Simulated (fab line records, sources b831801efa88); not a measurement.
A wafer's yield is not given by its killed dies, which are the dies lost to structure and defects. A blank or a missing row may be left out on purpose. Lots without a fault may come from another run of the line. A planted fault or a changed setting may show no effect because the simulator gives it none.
Chamber matching	flow sky130	pecvd-03 running SKY_CAPM_CVD_00: 3 sister chambers
The step deposits SiO2, target thk 15.5 nm. 3 wafers are shown with their chamber, then 7 later ones without.

== WAFERS, EACH WITH ITS CHAMBER ==
wafer	chamber	heater-power-outer-w (W)
L083.4	0	454
L088.4	2	339
L088.5	1	452

== WAFERS WITH NO CHAMBER GIVEN ==
wafer	heater-power-outer-w (W)
L088.6	418
L092.1	475
L092.4	482
L092.6	367
L095.2	447
L095.4	406
L095.6	449

== EACH ONE'S CHAMBER ==
wafer	from the rows above	in truth
L088.6	can't be placed: 1 or 0 or 2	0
L092.1	can't be placed: 0 or 1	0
L092.4	can't be placed: 0 or 1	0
L092.6	2	2
L095.2	can't be placed: 1 or 0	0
L095.4	can't be placed: 1 or 0 or 2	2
L095.6	can't be placed: 1 or 0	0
Placed correctly: 1 of 7. Can't be placed from these rows: 6 (the true chamber is among the candidates in 6). Wrongly placed: 0.
How it was worked out, from the rows above alone: a wafer's distance from a chamber is the root of the sum, over the readings, of the square of ((its reading less the chamber's mean) divided by the reading's scatter). If the next closest chamber is less than 2 further off than the closest, the wafer can't be placed; otherwise it belongs to the closest. A chamber's mean is the mean of its shown wafers. The scatter (one wafer shown for each chamber): square how far every hidden wafer sits from the nearest shown wafer, average those squares and take the square root.
